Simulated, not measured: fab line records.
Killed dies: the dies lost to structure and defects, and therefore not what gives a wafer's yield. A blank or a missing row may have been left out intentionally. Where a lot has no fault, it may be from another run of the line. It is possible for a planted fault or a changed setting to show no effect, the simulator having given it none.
Matching of chambers | flow gf180mcu | 4 sister chambers for GF_V3_CMP_26 on cmp-02
The step polishes, stops on SiO2, t overpolish 15 s, target thk 0 nm. 4 wafers are shown with their chamber, then 12 later ones without.

## WAFERS PAIRED WITH THEIR CHAMBERS
wafer  | chamber | motor-current-A (A)
L091.4 | 3       | 9.1
L092.2 | 2       | 12.3
L092.4 | 0       | 12.3
L092.6 | 1       | 10.9

## WAFERS WITH NO CHAMBER GIVEN
wafer  | motor-current-A (A)
L093.1 | 9.4
L093.3 | 12.1
L093.4 | 12.1
L094.1 | 11.8
L094.2 | 12.3
L094.5 | 11.2
L095.1 | 12.2
L095.4 | 10.8
L095.5 | 9.2
L097.2 | 11.9
L097.4 | 12.5
L097.5 | 11.0

## WHICH CHAMBER EACH WENT THROUGH
wafer  | from the rows above          | in truth
L093.1 | 3                            | 3
L093.3 | can't be placed: 0 or 2      | 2
L093.4 | can't be placed: 0 or 2      | 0
L094.1 | can't be placed: 0 or 2 or 1 | 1
L094.2 | can't be placed: 0 or 2      | 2
L094.5 | 1                            | 1
L095.1 | can't be placed: 0 or 2      | 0
L095.4 | 1                            | 1
L095.5 | 3                            | 3
L097.2 | can't be placed: 0 or 2      | 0
L097.4 | can't be placed: 0 or 2      | 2
L097.5 | 1                            | 1
Correct placement for 5 of the 12. From these rows, 7 cannot be placed; in 7 the true chamber is one of the candidates. 0 placed wrongly.
How it was worked out, from the rows above alone: a wafer's distance from a chamber is the root of the sum, over the readings, of the square of ((its reading less the chamber's mean) divided by the reading's scatter). The wafer belongs to the nearest chamber; if the next one is less than 2 further off, it can't be placed. For every chamber, the mean is computed from those of its wafers that are shown. The scatter (one wafer shown for each chamber): square how far every hidden wafer sits from the nearest shown wafer, average those squares and take the square root.
